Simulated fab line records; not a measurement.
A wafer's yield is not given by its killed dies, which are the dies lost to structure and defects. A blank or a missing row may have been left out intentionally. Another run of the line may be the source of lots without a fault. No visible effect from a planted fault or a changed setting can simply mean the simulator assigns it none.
Chamber matching | flow gf180mcu | GF_SAB_CVD_00 on pecvd-02: 3 sister chambers
The step deposits SiO2 from TEOS, target thk 50 nm, time 4.9302 s. 3 wafers are shown with their chamber, then 7 later ones without.

== EACH WAFER AND ITS CHAMBER ==
wafer  | chamber | heater-power-w (W)
L647.2 | 2       | 607
L648.3 | 0       | 664
L648.5 | 1       | 771

== WAFERS WHOSE CHAMBER IS MISSING ==
wafer  | heater-power-w (W)
L648.6 | 654
L649.3 | 694
L649.4 | 683
L649.6 | 637
L652.1 | 707
L652.2 | 685
L652.3 | 666

== THE CHAMBER EACH PASSED THROUGH ==
wafer  | from the rows above     | in truth
L648.6 | can't be placed: 0 or 2 | 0
L649.3 | can't be placed: 0 or 1 | 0
L649.4 | 0                       | 0
L649.6 | can't be placed: 0 or 2 | 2
L652.1 | can't be placed: 0 or 1 | 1
L652.2 | 0                       | 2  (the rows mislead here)
L652.3 | 0                       | 0
Placed correctly: 2 of 7. Cannot be placed on the basis of these rows: 4; the candidates contain the true chamber in 4. 1 placed wrongly.
How it was worked out, from the rows above alone: a wafer's distance from a chamber is the root of the sum, over the readings, of the square of ((its reading less the chamber's mean) divided by the reading's scatter). If the next closest chamber is less than 2 further off than the closest, the wafer can't be placed; otherwise it belongs to the closest. A chamber's mean is the mean of its shown wafers. The scatter: root of mean squared gap, hidden wafer to nearest shown wafer, with one shown wafer a chamber.
